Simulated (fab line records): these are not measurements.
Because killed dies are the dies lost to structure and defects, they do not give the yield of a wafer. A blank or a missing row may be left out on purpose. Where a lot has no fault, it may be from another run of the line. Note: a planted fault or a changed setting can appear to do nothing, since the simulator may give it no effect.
Which tool is to blame? / flow sky130 / 72 wafers from 24 lots sampled at 6 of the route's 708 steps

WHAT THE GAUGES SHOWED, per wafer
SKY_FIELD_ISO_BOW_MEAS_00.
lot=L074; measured=day 1 10:00; on=film_metro-04; INCOMING_BOW (um)=-2 -2 -12
lot=L075; measured=day 1 15:00; on=film_metro-02; INCOMING_BOW (um)=-7 -7 -5
lot=L076; measured=day 1 20:00; on=film_metro-03; INCOMING_BOW (um)=-3 -1 9
lot=L077; measured=day 2 01:02; on=film_metro-04; INCOMING_BOW (um)=-7 -6 -12
lot=L078; measured=day 2 06:00; on=film_metro-02; INCOMING_BOW (um)=5 -4 -15
lot=L079; measured=day 2 11:01; on=film_metro-02; INCOMING_BOW (um)=3 9 -7
lot=L080; measured=day 2 16:01; on=film_metro-03; INCOMING_BOW (um)=1 -1 1
lot=L081; measured=day 2 21:00; on=film_metro-02; INCOMING_BOW (um)=-7 -2 -1
lot=L082; measured=day 3 02:00; on=film_metro-04; INCOMING_BOW (um)=1 1 -3
lot=L083; measured=day 3 07:02; on=film_metro-03; INCOMING_BOW (um)=-12 10 -6
lot=L084; measured=day 3 12:02; on=film_metro-04; INCOMING_BOW (um)=1 11 2
lot=L085; measured=day 3 17:00; on=film_metro-03; INCOMING_BOW (um)=9 -6 2
lot=L086; measured=day 3 22:00; on=film_metro-02; INCOMING_BOW (um)=9 0 6
lot=L087; measured=day 4 03:00; on=film_metro-04; INCOMING_BOW (um)=2 1 5
lot=L088; measured=day 4 08:00; on=film_metro-02; INCOMING_BOW (um)=1 -2 2
lot=L089; measured=day 4 13:00; on=film_metro-02; INCOMING_BOW (um)=-4 9 -10
lot=L090; measured=day 4 18:00; on=film_metro-03; INCOMING_BOW (um)=5 -9 -7
lot=L091; measured=day 4 23:00; on=film_metro-03; INCOMING_BOW (um)=-6 -9 4
lot=L092; measured=day 5 04:00; on=film_metro-03; INCOMING_BOW (um)=5 2 -5
lot=L093; measured=day 5 09:01; on=film_metro-04; INCOMING_BOW (um)=-4 1 3
lot=L094; measured=day 5 14:02; on=film_metro-02; INCOMING_BOW (um)=3 1 3
lot=L095; measured=day 5 19:01; on=film_metro-04; INCOMING_BOW (um)=-4 5 4
lot=L096; measured=day 6 00:00; on=film_metro-02; INCOMING_BOW (um)=6 1 -7
lot=L097; measured=day 6 05:01; on=film_metro-04; INCOMING_BOW (um)=-7 4 9

SKY_FIELD_ISO_THK_MEAS_02.
lot=L074; measured=day 1 12:29; on=film_metro-02; FIELD_ISO_OXIDATION_00_THK (nm)=11.64 11.71 11.61
lot=L075; measured=day 1 19:59; on=film_metro-04; FIELD_ISO_OXIDATION_00_THK (nm)=11.90 11.96 11.79
lot=L076; measured=day 1 23:07; on=film_metro-04; FIELD_ISO_OXIDATION_00_THK (nm)=12.19 11.95 11.90
lot=L077; measured=day 2 04:23; on=film_metro-04; FIELD_ISO_OXIDATION_00_THK (nm)=11.58 11.75 11.66
lot=L078; measured=day 2 08:26; on=film_metro-02; FIELD_ISO_OXIDATION_00_THK (nm)=12.07 11.90 11.77
lot=L079; measured=day 2 12:38; on=film_metro-04; FIELD_ISO_OXIDATION_00_THK (nm)=12.13 12.18 12.21
lot=L080; measured=day 2 18:21; on=film_metro-03; FIELD_ISO_OXIDATION_00_THK (nm)=12.40 12.41 12.39
lot=L081; measured=day 2 23:41; on=film_metro-02; FIELD_ISO_OXIDATION_00_THK (nm)=11.96 12.29 12.12
lot=L082; measured=day 3 04:29; on=film_metro-03; FIELD_ISO_OXIDATION_00_THK (nm)=12.02 11.97 11.81
lot=L083; measured=day 3 08:45; on=film_metro-03; FIELD_ISO_OXIDATION_00_THK (nm)=11.54 11.46 11.71
lot=L084; measured=day 3 17:08; on=film_metro-04; FIELD_ISO_OXIDATION_00_THK (nm)=12.15 11.98 12.22
lot=L085; measured=day 4 00:04; on=film_metro-02; FIELD_ISO_OXIDATION_00_THK (nm)=12.41 12.38 12.44
lot=L086; measured=day 4 00:04; on=film_metro-04; FIELD_ISO_OXIDATION_00_THK (nm)=12.05 11.95 11.96
lot=L087; measured=day 4 09:11; on=film_metro-02; FIELD_ISO_OXIDATION_00_THK (nm)=12.10 12.00 12.28
lot=L088; measured=day 4 14:51; on=film_metro-04; FIELD_ISO_OXIDATION_00_THK (nm)=12.02 11.92 11.92
lot=L089; measured=day 4 14:51; on=film_metro-03; FIELD_ISO_OXIDATION_00_THK (nm)=11.44 11.54 11.54
lot=L090; measured=day 4 21:24; on=film_metro-02; FIELD_ISO_OXIDATION_00_THK (nm)=12.44 12.21 12.34
lot=L091; measured=day 5 01:46; on=film_metro-02; FIELD_ISO_OXIDATION_00_THK (nm)=12.09 12.08 12.15
lot=L092; measured=day 5 06:07; on=film_metro-03; FIELD_ISO_OXIDATION_00_THK (nm)=12.25 12.39 12.01
lot=L093; measured=day 5 11:26; on=film_metro-03; FIELD_ISO_OXIDATION_00_THK (nm)=12.03 12.02 12.14
lot=L094; measured=day 5 17:27; on=film_metro-03; FIELD_ISO_OXIDATION_00_THK (nm)=11.61 11.99 11.80
lot=L095; measured=day 5 21:59; on=film_metro-03; FIELD_ISO_OXIDATION_00_THK (nm)=11.69 11.45 11.55
lot=L096; measured=day 6 02:08; on=film_metro-02; FIELD_ISO_OXIDATION_00_THK (nm)=11.67 11.76 11.73
lot=L097; measured=day 6 07:23; on=film_metro-04; FIELD_ISO_OXIDATION_00_THK (nm)=12.35 12.35 12.32

SKY_DNWELL_TW_MEAS_09.
lot=L074; measured=day 3 03:24; on=film_metro-01; DNWELL_TW=1100 1095 1089
lot=L075; measured=day 3 11:37; on=film_metro-01; DNWELL_TW=1098 1097 1093
lot=L076; measured=day 3 16:27; on=film_metro-03; DNWELL_TW=1114 1112 1111
lot=L077; measured=day 3 22:05; on=film_metro-04; DNWELL_TW=1113 1119 1114
lot=L078; measured=day 4 11:04; on=film_metro-01; DNWELL_TW=1102 1102 1106
lot=L079; measured=day 4 10:44; on=film_metro-01; DNWELL_TW=1105 1101 1095
lot=L080; measured=day 5 01:16; on=film_metro-04; DNWELL_TW=1093 1102 1104
lot=L081; measured=day 5 01:48; on=film_metro-01; DNWELL_TW=1103 1107 1110
lot=L082; measured=day 5 09:27; on=film_metro-04; DNWELL_TW=1110 1099 1102
lot=L083; measured=day 5 13:35; on=film_metro-04; DNWELL_TW=1111 1110 1110
lot=L084; measured=day 5 20:58; on=film_metro-01; DNWELL_TW=1102 1096 1098
lot=L085; measured=day 6 00:16; on=film_metro-04; DNWELL_TW=1111 1103 1107
lot=L086; measured=day 5 23:55; on=film_metro-03; DNWELL_TW=1103 1103 1104
lot=L087; measured=day 6 04:40; on=film_metro-01; DNWELL_TW=1118 1112 1107
lot=L088; measured=day 6 10:46; on=film_metro-01; DNWELL_TW=1114 1110 1111
lot=L089; measured=day 6 10:45; on=film_metro-04; DNWELL_TW=1110 1116 1117
lot=L090; measured=day 6 20:40; on=film_metro-04; DNWELL_TW=1113 1107 1109
lot=L091; measured=day 7 00:49; on=film_metro-03; DNWELL_TW=1098 1105 1112
lot=L092; measured=day 7 04:42; on=film_metro-01; DNWELL_TW=1101 1104 1098
lot=L093; measured=day 7 10:37; on=film_metro-03; DNWELL_TW=1100 1100 1099
lot=L094; measured=day 7 15:14; on=film_metro-01; DNWELL_TW=1097 1093 1092
lot=L095; measured=day 7 21:37; on=film_metro-03; DNWELL_TW=1115 1118 1113
lot=L096; measured=day 8 02:07; on=film_metro-01; DNWELL_TW=1121 1120 1122
lot=L097; measured=day 8 09:20; on=film_metro-03; DNWELL_TW=1105 1105 1105

SKY_NWELL_RS_MEAS_29: the measuring method here is four-point-probe.
lot=L074; measured=day 5 05:38; on=film_metro-01; NWELL_RS (ohm/sq)=625.6 623.7 622.6
lot=L075; measured=day 5 13:30; on=film_metro-03; NWELL_RS (ohm/sq)=623.1 623.6 623.0
lot=L076; measured=day 5 18:21; on=film_metro-01; NWELL_RS (ohm/sq)=621.5 622.8 623.6
lot=L077; measured=day 6 02:05; on=film_metro-04; NWELL_RS (ohm/sq)=623.8 624.6 623.1
lot=L078; measured=day 6 16:31; on=film_metro-01; NWELL_RS (ohm/sq)=626.0 623.5 623.1
lot=L079; measured=day 6 16:28; on=film_metro-04; NWELL_RS (ohm/sq)=625.7 624.0 623.4
lot=L080; measured=day 7 09:07; on=film_metro-01; NWELL_RS (ohm/sq)=623.5 625.2 625.5
lot=L081; measured=day 7 10:03; on=film_metro-04; NWELL_RS (ohm/sq)=625.6 624.9 628.0
lot=L082; measured=day 7 18:33; on=film_metro-04; NWELL_RS (ohm/sq)=625.5 627.7 629.6
lot=L083; measured=day 7 22:47; on=film_metro-01; NWELL_RS (ohm/sq)=625.2 627.2 624.0
lot=L084; measured=day 8 08:20; on=film_metro-03; NWELL_RS (ohm/sq)=628.0 628.8 627.8
lot=L085; measured=day 8 12:28; on=film_metro-04; NWELL_RS (ohm/sq)=625.4 627.8 627.4
lot=L086; measured=day 8 12:24; on=film_metro-01; NWELL_RS (ohm/sq)=623.7 626.4 624.1
lot=L087; measured=day 8 15:39; on=film_metro-04; NWELL_RS (ohm/sq)=630.0 628.8 627.7
lot=L088; measured=day 9 01:10; on=film_metro-04; NWELL_RS (ohm/sq)=623.7 622.9 620.1
lot=L089; measured=day 9 00:08; on=film_metro-04; NWELL_RS (ohm/sq)=625.5 625.6 624.2
lot=L090; measured=day 9 11:29; on=film_metro-01; NWELL_RS (ohm/sq)=622.3 624.0 621.1
lot=L091; measured=day 9 15:08; on=film_metro-04; NWELL_RS (ohm/sq)=625.4 625.6 626.2
lot=L092; measured=day 9 20:18; on=film_metro-04; NWELL_RS (ohm/sq)=627.8 624.7 626.4
lot=L093; measured=day 10 01:55; on=film_metro-01; NWELL_RS (ohm/sq)=623.8 623.8 624.0
lot=L094; measured=day 10 08:19; on=film_metro-04; NWELL_RS (ohm/sq)=626.5 628.1 625.2
lot=L095; measured=day 10 15:30; on=film_metro-01; NWELL_RS (ohm/sq)=625.7 626.0 626.9
lot=L096; measured=day 10 22:31; on=film_metro-01; NWELL_RS (ohm/sq)=622.1 624.0 623.6
lot=L097; measured=day 11 06:42; on=film_metro-04; NWELL_RS (ohm/sq)=626.5 626.3 628.7

SKY_NWELL_RS_MEAS_31: the measuring method here is four-point-probe.
lot=L074; measured=day 5 05:52; on=film_metro-01; PWDE_RS (ohm/sq)=5253 5256 5260
lot=L075; measured=day 5 13:44; on=film_metro-03; PWDE_RS (ohm/sq)=5222 5235 5229
lot=L076; measured=day 5 18:35; on=film_metro-01; PWDE_RS (ohm/sq)=5292 5268 5277
lot=L077; measured=day 6 02:19; on=film_metro-04; PWDE_RS (ohm/sq)=5281 5269 5259
lot=L078; measured=day 6 16:45; on=film_metro-01; PWDE_RS (ohm/sq)=5291 5284 5259
lot=L079; measured=day 6 16:43; on=film_metro-04; PWDE_RS (ohm/sq)=5231 5254 5252
lot=L080; measured=day 7 09:22; on=film_metro-01; PWDE_RS (ohm/sq)=5304 5284 5287
lot=L081; measured=day 7 10:17; on=film_metro-04; PWDE_RS (ohm/sq)=5269 5265 5266
lot=L082; measured=day 7 18:47; on=film_metro-04; PWDE_RS (ohm/sq)=5270 5288 5266
lot=L083; measured=day 7 23:02; on=film_metro-01; PWDE_RS (ohm/sq)=5281 5279 5280
lot=L084; measured=day 8 08:35; on=film_metro-03; PWDE_RS (ohm/sq)=5266 5264 5290
lot=L085; measured=day 8 12:42; on=film_metro-04; PWDE_RS (ohm/sq)=5267 5278 5273
lot=L086; measured=day 8 12:38; on=film_metro-01; PWDE_RS (ohm/sq)=5244 5260 5230
lot=L087; measured=day 8 15:53; on=film_metro-04; PWDE_RS (ohm/sq)=5267 5266 5279
lot=L088; measured=day 9 01:24; on=film_metro-04; PWDE_RS (ohm/sq)=5278 5280 5293
lot=L089; measured=day 9 00:22; on=film_metro-04; PWDE_RS (ohm/sq)=5273 5290 5279
lot=L090; measured=day 9 11:44; on=film_metro-01; PWDE_RS (ohm/sq)=5274 5278 5261
lot=L091; measured=day 9 15:22; on=film_metro-04; PWDE_RS (ohm/sq)=5259 5285 5284
lot=L092; measured=day 9 20:32; on=film_metro-04; PWDE_RS (ohm/sq)=5289 5275 5278
lot=L093; measured=day 10 02:10; on=film_metro-01; PWDE_RS (ohm/sq)=5265 5285 5290
lot=L094; measured=day 10 08:34; on=film_metro-04; PWDE_RS (ohm/sq)=5276 5279 5275
lot=L095; measured=day 10 15:44; on=film_metro-01; PWDE_RS (ohm/sq)=5255 5266 5256
lot=L096; measured=day 10 22:45; on=film_metro-01; PWDE_RS (ohm/sq)=5264 5286 5284
lot=L097; measured=day 11 06:56; on=film_metro-04; PWDE_RS (ohm/sq)=5303 5305 5290

SKY_VT_ADJUST_LVTN_TW_MEAS_10.
lot=L074; measured=day 6 18:47; on=film_metro-01; VT_ADJUST_LVTN_TW=242.0 241.7 240.1
lot=L075; measured=day 7 03:35; on=film_metro-02; VT_ADJUST_LVTN_TW=243.0 241.7 240.5
lot=L076; measured=day 7 08:30; on=film_metro-01; VT_ADJUST_LVTN_TW=239.3 238.6 239.0
lot=L077; measured=day 7 16:58; on=film_metro-01; VT_ADJUST_LVTN_TW=238.9 237.8 239.1
lot=L078; measured=day 8 09:05; on=film_metro-01; VT_ADJUST_LVTN_TW=241.4 241.1 239.3
lot=L079; measured=day 8 08:13; on=film_metro-02; VT_ADJUST_LVTN_TW=240.4 240.3 238.8
lot=L080; measured=day 9 02:51; on=film_metro-03; VT_ADJUST_LVTN_TW=240.4 241.2 241.0
lot=L081; measured=day 9 03:11; on=film_metro-01; VT_ADJUST_LVTN_TW=239.4 239.8 239.1
lot=L082; measured=day 9 13:11; on=film_metro-02; VT_ADJUST_LVTN_TW=240.6 240.3 241.0
lot=L083; measured=day 9 17:58; on=film_metro-03; VT_ADJUST_LVTN_TW=241.1 240.4 241.5
lot=L084; measured=day 10 05:16; on=film_metro-01; VT_ADJUST_LVTN_TW=239.9 240.6 240.6
lot=L085; measured=day 10 08:29; on=film_metro-02; VT_ADJUST_LVTN_TW=241.5 241.7 242.1
lot=L086; measured=day 10 08:08; on=film_metro-03; VT_ADJUST_LVTN_TW=239.6 240.0 240.1
lot=L087; measured=day 10 13:06; on=film_metro-03; VT_ADJUST_LVTN_TW=240.2 239.8 239.5
lot=L088; measured=day 10 23:33; on=film_metro-01; VT_ADJUST_LVTN_TW=239.5 239.9 239.6
lot=L089; measured=day 10 21:57; on=film_metro-02; VT_ADJUST_LVTN_TW=242.0 241.6 242.6
lot=L090; measured=day 11 10:57; on=film_metro-01; VT_ADJUST_LVTN_TW=242.5 242.7 242.1
lot=L091; measured=day 11 14:29; on=film_metro-01; VT_ADJUST_LVTN_TW=242.4 242.9 241.4
lot=L092; measured=day 11 19:42; on=film_metro-03; VT_ADJUST_LVTN_TW=239.4 239.6 239.7
lot=L093; measured=day 12 02:25; on=film_metro-02; VT_ADJUST_LVTN_TW=240.0 238.9 239.6
lot=L094; measured=day 12 09:34; on=film_metro-03; VT_ADJUST_LVTN_TW=243.7 241.8 242.2
lot=L095; measured=day 12 16:19; on=film_metro-03; VT_ADJUST_LVTN_TW=241.6 243.2 242.5
lot=L096; measured=day 13 00:11; on=film_metro-02; VT_ADJUST_LVTN_TW=238.4 238.6 239.0
lot=L097; measured=day 13 08:55; on=film_metro-03; VT_ADJUST_LVTN_TW=241.8 241.9 240.9

WHAT TOOL EACH LOT RAN ON (gives the tool, then ch and the chambers of the sampled wafers, and finally the start)
Record: no process step prior to these readings.

AS READ BY THE TOOLS THEMSELVES (means over the sampled wafers that have a number; for cases with no such wafer, the mark the record gives instead)
The record holds no such reading with a usual standard deviation.

THE ANSWER, worked out from the rows above alone
Rule: what is usual is taken from the lots themselves. The widest of any qualifying gaps counts: lots, ordered by their means at a reading, are off when they make up no more than a third of the lots, leave a main group of 4 or more, and stand apart from it by 3 or more times the standard deviation of that group's means. A main group whose means are all the same, to the digits that the tables above print for the reading, isn't used. Also off: a lot with no number at a reading for which 4 or more lots have one. The other lots that the step has rows for count as sound. Order of review: gauges by route order, followed by the tools' own readings, for which a lot's mean as printed above is used. The first step at which some lot is off is used, and at that step the reading that is off furthest; a lot without a number counts as furthest.
No lot is off on any of the readings shown, so nothing can be concluded from this.

WHAT THE SIMULATOR HAD PUT IN
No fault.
